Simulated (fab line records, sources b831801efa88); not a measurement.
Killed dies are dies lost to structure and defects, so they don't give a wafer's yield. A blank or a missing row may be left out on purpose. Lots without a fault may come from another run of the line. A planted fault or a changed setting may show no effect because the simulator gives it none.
A struck lot beside a sound one | flow sky130 | 16 steps out of a route of 708
Sound: wafers L643.2, L643.3, L643.5. Struck: wafer L655.2. (L655.1, L655.4 of the same lot were not struck and are left out.) The cause comes at the end.
At each step with rows: each side's tool, then ch and its chambers, then its first start. Under that, the readings that differ: sound wafers | struck wafers | difference of the means | sigmas: that difference in standard deviations of wafers without a fault.
alike: readings whose means differ by less than 2 such deviations, and words and numbers that are the same on both sides. not compared: withheld readings, readings that some wafer has no value for, bounds like >300 that may hide the same value, and numbers for which the record gives no deviation and whose values overlap.
The two part at a step that has a row with sigmas, a row that says differs or no value, or rows on one side only. Numbers that don't overlap but have no deviation are shown without sigmas and don't part them. A reading that every wafer of one side lacks parts them only if that side has two wafers or more.

first, 2 steps without rows for these wafers: SKY_METAL3_PEB_11; SKY_METAL3_DEVELOP_12 (develop time 60 s).
SKY_METAL3_CD_MEAS_13: target cd 300 nm.
  sound on cd_sem-01, day 39 23:04; struck on cd_sem-02, day 43 16:15
  alike: cd_nm
SKY_METAL3_OVL_MEAS_14:
  sound on overlay-01, day 39 23:11; struck on overlay-02, day 43 16:22
  alike: METAL3_OVL
then, 1 step without rows for these wafers: SKY_METAL3_DESCUM_15 (chemistry O2, time 8 s).
SKY_METAL3_ETCH_16: etches BARC in N2/H2, stops on SiO2, time 88.2 s, target depth 60 nm.
  sound on rie_metal-04 ch 0,1, day 39 23:14; struck on rie_metal-03 ch 0, day 43 16:26
  alike: drypump_motor_current_A, oes_product_au, throttle_valve_pct
  not compared: rf_hours_counter_h
SKY_METAL3_ETCH_17: etches SiO2 in C4F8/O2/Ar, stops on TiN, time 3.9 s, target depth 15 nm.
  sound on rie_diel-03 ch 1,2, day 39 23:20; struck on rie_diel-03 ch 0, day 43 16:32
  reading               | sound             | struck | difference | sigmas
  oes_product_au (a.u.) | 0.753 0.751 0.761 | 0.738  | -0.017     | -2
SKY_METAL3_METAL_ETCH_18: etches the open film in Cl2/BCl3, stops on SiO2, target depth 845 nm, time 183.1 s.
  sound on rie_metal-01 ch 0,1, day 39 23:22; struck on rie_metal-01 ch 0, day 43 16:33
  alike: drypump_motor_current_A, oes_product_au, throttle_valve_pct
  not compared: rf_hours_counter_h
SKY_METAL3_STRIP_19: strips in O2/N2.
  sound on plasma_asher-01 ch 0,1, day 39 23:32; struck on plasma_asher-03 ch 1, day 43 16:44
  alike: drypump_motor_current_A, o2_flow_sccm, oes_product_au, strip_time_to_endpoint_s
  not compared: rf_hours_counter_h
then, 3 steps without rows for these wafers: SKY_METAL3_STRIP_20 (strips in post etch residue remover, time 1200 s); SKY_METAL3_CLEAN_21 (cleans in IPA, time 180 s); SKY_METAL3_CLEAN_22 (cleans in O3/DIW).
SKY_VIA3_HDPCVD_00: deposits SiO2, target thk 1635 nm, time 272.5 s.
  sound on hdpcvd-02 ch 1,2, day 40 00:10; struck on hdpcvd-01 ch 0, day 43 17:22
  reading                                  | sound             | struck | difference | sigmas
  sih4_flow_sccm (sccm)                    | 60.25 60.42 60.03 | 47.80  | -12.43     | -65
  model.SiO2_of_VIA3_HDPCVD_00.thk_nm (nm) | 1630 1653 1626    | 1334   | -302       |
  alike: susceptor_temp_C
SKY_VIA3_THK_MEAS_01:
  sound on film_metro-01, day 40 00:20; struck on film_metro-01, day 43 17:32
  reading              | sound          | struck | difference | sigmas
  VIA3_HDPCVD_THK (nm) | 1631 1653 1627 | 1334   | -303       | -18
SKY_VIA3_CMP_02: polishes SiO2.
  sound on cmp-02 ch 0,2,3, day 40 00:29; struck on cmp-02 ch 3, day 43 17:35
  reading                 | sound             | struck | difference | sigmas
  head_pressure_psi (psi) | 4.002 4.003 4.004 | 3.975  | -0.028     | -3
  motor_current_A (A)     | 14.7 9.1 11.6     | 15.1   | +3.3       | +2
SKY_PAD_OPEN_PROBE_99:
  the record has rows for the sound wafers here (prober-01, day 47 02:20) and none for the struck ones

WHERE THEY PART
First at SKY_METAL3_ETCH_17; last, within this record, at SKY_PAD_OPEN_PROBE_99.

WHY: what the simulator had put in
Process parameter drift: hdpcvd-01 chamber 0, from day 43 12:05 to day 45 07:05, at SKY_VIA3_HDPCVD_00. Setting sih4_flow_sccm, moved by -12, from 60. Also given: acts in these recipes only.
